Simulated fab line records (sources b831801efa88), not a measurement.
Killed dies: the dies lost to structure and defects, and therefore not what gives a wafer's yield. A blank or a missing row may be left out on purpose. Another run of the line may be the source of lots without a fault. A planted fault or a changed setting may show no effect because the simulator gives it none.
A struck lot beside a sound one :: flow sfq line :: 15 out of 325 route steps
Sound: wafers L819.2, L819.5, L819.6. Struck: wafers L814.3, L814.5, L814.6. The cause comes at the end.
Per side, at each step with rows, come the tool, then ch with its chambers, and then its first start. Under that, the readings that differ: sound wafers :: struck wafers :: difference of the means :: sigmas: that difference in standard deviations of wafers without a fault.
alike: readings whose means differ by less than 2 such deviations, and words and numbers that are the same on both sides. not compared: withheld readings, readings that some wafer has no value for, bounds like >300 that may hide the same value, and numbers for which the record gives no deviation and whose values overlap.
A row with sigmas, a row that says differs or no value, or rows on one side alone: a step with any of these is where the two part. Numbers that have no deviation but don't overlap get no sigmas and don't part them. Lack of a reading on every wafer of one side parts them only where that side has two or more wafers.

first, 1 step without rows for these wafers: SFQ_TRILAYER_M7_STRIP_SOLV_CLEAN_182 (cleans in NMP, time 600 s).
SFQ_TRILAYER_I7_DEP_PECVD_183: deposits SiO2 from SiH4/N2O, time 111.11 s, target thk 500 nm.
  sound on pecvd-02 ch 1,2, day 68 21:35; struck on pecvd-02 ch 0,1, day 68 11:59
  alike: heater power w, throttle valve pct
SFQ_TRILAYER_I7_CMP_CMP_184: polishes SiO2.
  sound on cmp-02 ch 1,2,3, day 69 06:25; struck on cmp-02 ch 0,1,2, day 68 15:31
  alike: motor current A, time to endpoint s
SFQ_I7_BOW_MEAS_946:
  sound on film metro-04 at day 69 07:56; struck on film metro-04 at day 68 17:04
  alike: I7_BOW
SFQ_TRILAYER_I7_METRO_MEASURE_185:
  sound on film metro-04 at day 69 08:14; struck on film metro-04 at day 68 17:32
  alike: thk nm
then, 6 steps without rows for these wafers: SFQ_TRILAYER_I7_VIA_LITHO_COAT_192 (resist thk 62 nm); SFQ_TRILAYER_I7_VIA_LITHO_COAT_187 (resist thk 650 nm); SFQ_TRILAYER_I7_VIA_LITHO_SOFTBAKE_191; SFQ_TRILAYER_I7_VIA_LITHO_EXPOSE_188 (exposes mask I7, target cd 1000 nm); SFQ_TRILAYER_I7_VIA_LITHO_PEB_190 (peb time 60 s); SFQ_TRILAYER_I7_VIA_LITHO_DEVELOP_189 (time 60 s).
SFQ_I7_OVL_MEAS_947:
  sound on overlay-01 at day 72 09:00; struck on overlay-01 at day 68 23:08
  alike: I7_OVL
SFQ_TRILAYER_I7_VIA_BARC_OPEN_VIA_ETCH_260: etches BARC in O2, target depth 125 nm, time 41.7 s.
  sound on rie diel-02 ch 1,2,3, day 72 09:02; struck on rie diel-03 ch 2,3, day 68 23:09
reading: rf fwd power W (W)
sound: 495.3 492.3 494.9
struck: 410.9 410.3 412.6
difference: -82.9
sigmas: -46

reading: model.KrF_of_TRILAYER_I7_VIA_LITHO_COAT_187.thk nm (nm)
sound: 569.9 571.5 574.5
struck: 580.2 580.4 579.7
difference: +8.1
sigmas: 
  alike: drypump motor current A, oes product au
  not compared: rf hours counter h
SFQ_TRILAYER_I7_VIA_ETCH_VIA_ETCH_190: etches SiO2 in CHF3, stops on Nb, target depth 260 nm.
  sound on rie diel-02 ch 1,2,3, day 72 09:04; struck on rie diel-03 ch 2,3, day 68 23:11
reading: model.KrF_of_TRILAYER_I7_VIA_LITHO_COAT_187.thk nm (nm)
sound: 524.1 526.6 530.3
struck: 535.1 536 535.6
difference: +8.6
sigmas: 
  alike: drypump motor current A, oes product au, rf fwd power W
SFQ_TRILAYER_I7_VIA_STRIP_STRIP_191: strips in O2.
  sound on rie metal-02 ch 0, day 72 09:23; struck on rie metal-01 ch 0,1, day 68 23:31
  alike: drypump motor current A, he backside leak sccm, oes product au, platen temp c
  not compared: rf hours counter h

== WHERE THEY PART ==
SFQ_TRILAYER_I7_VIA_BARC_OPEN_VIA_ETCH_260 only, going by this record. Later steps at which nothing parts them and some readings are alike: SFQ_TRILAYER_I7_VIA_ETCH_VIA_ETCH_190, SFQ_TRILAYER_I7_VIA_STRIP_STRIP_191.

WHY: whatever the simulator had introduced
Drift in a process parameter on rie diel-03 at SFQ_TRILAYER_I7_VIA_BARC_OPEN_VIA_ETCH_260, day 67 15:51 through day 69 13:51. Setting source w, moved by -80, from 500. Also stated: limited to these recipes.
